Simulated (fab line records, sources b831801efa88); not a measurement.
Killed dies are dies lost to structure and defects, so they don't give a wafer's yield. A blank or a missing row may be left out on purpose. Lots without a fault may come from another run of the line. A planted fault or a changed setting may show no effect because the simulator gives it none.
Problem report in the 8D (eight disciplines) form, filled by code | flow gf180mcu | the parts of the form that need people (team, actions taken, sign-off) are left out

1. THE PROBLEM
run_length_s at GF_STI_ETCH_14 reads a mean of 137.0 s on 3 wafers of 3 lots; wafers without a fault read 131.2 s with a standard deviation of 0.41. That is +14 standard deviations from the usual mean.
The step: etches Si in HBr/Cl2/O2, target depth 360 nm, time 102.9 s.
First seen on wafer L716.4, day 3 23:08, on rie_si-02. The record holds 24 wafers of 9 lots with a number at this step. Rule for "out", or "out of limits": more than 4 standard deviations from the usual mean. The other wafers with a number count as sound.

2. WHAT IT IS AND WHAT IT IS NOT
question                    | is                     | is not
which readings at this step | run_length_s           | drypump_motor_current_A, oes_product_au, rf_fwd_power_W, throttle_valve_pct
which lots                  | L716, L717, L718       | L707, L708, L719, L721, L724, L727
which wafers of those lots  | L716.4, L717.4, L718.6 | L716.2, L717.2, L718.2
read on which tools         | rie_si-02              | rie_si-01
when                        | from day 3 23:08       | up to then (7 sound wafers); but 14 sound wafers of L717, L718, L719, L721, L724, L727 came after

3. SUSPECTS, AND WHAT RULES EACH OUT
Counting: a tool at a process step up to the reading stays a suspect if it ran every lot that is out. Sound lots after the first of them don't rule it out here, since some wafers of a struck lot are sound.
- rie_diel-03 at GF_STI_ETCH_13 (etches the open film in CHF3/O2, stops on Si, target depth 282.31 nm, time 112.9 s): kept. It ran every lot that is out, first L716 (day 3 23:04); its last sound lot up to then is L707 (day 2 01:10).
- rie_si-02 at GF_STI_ETCH_14 (etches Si in HBr/Cl2/O2, target depth 360 nm, time 102.9 s): kept. It ran every lot that is out, first L716 (day 3 23:08); its last sound lot up to then is L708 (day 2 07:11). Its own readings are out on those wafers: run_length_s.
Left after counting: rie_diel-03 at GF_STI_ETCH_13, rie_si-02 at GF_STI_ETCH_14.

4. THE CAUSE (what the simulator had put in)
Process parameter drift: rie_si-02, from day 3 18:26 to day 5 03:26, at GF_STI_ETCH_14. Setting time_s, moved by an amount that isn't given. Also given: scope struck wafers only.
Counting left 2 suspects, and this tool is among them.

5. THE CHAIN OF EFFECTS, in route order
Each row: a reading whose mean over the struck wafers that have a number lies more than 3 standard deviations from the usual. Only readings for which the record gives a usual standard deviation are gone through. hours: the time from each lot's start at the first step in this table that gives one to its start at this step, as a median over the lots. sigmas: the change in usual standard deviations.
hours | step           | reading      | usual   | on struck wafers | change | sigmas
0     | GF_STI_ETCH_14 | run_length_s | 131.2 s | 137.0            | +5.8   | +14
The process steps in it:
- GF_STI_ETCH_14: etches Si in HBr/Cl2/O2, target depth 360 nm, time 102.9 s.

6. WHAT WOULD HAVE CAUGHT IT SOONER
In this record the first reading out of limits was taken at day 3 23:08, 5 hours after the fault began at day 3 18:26.
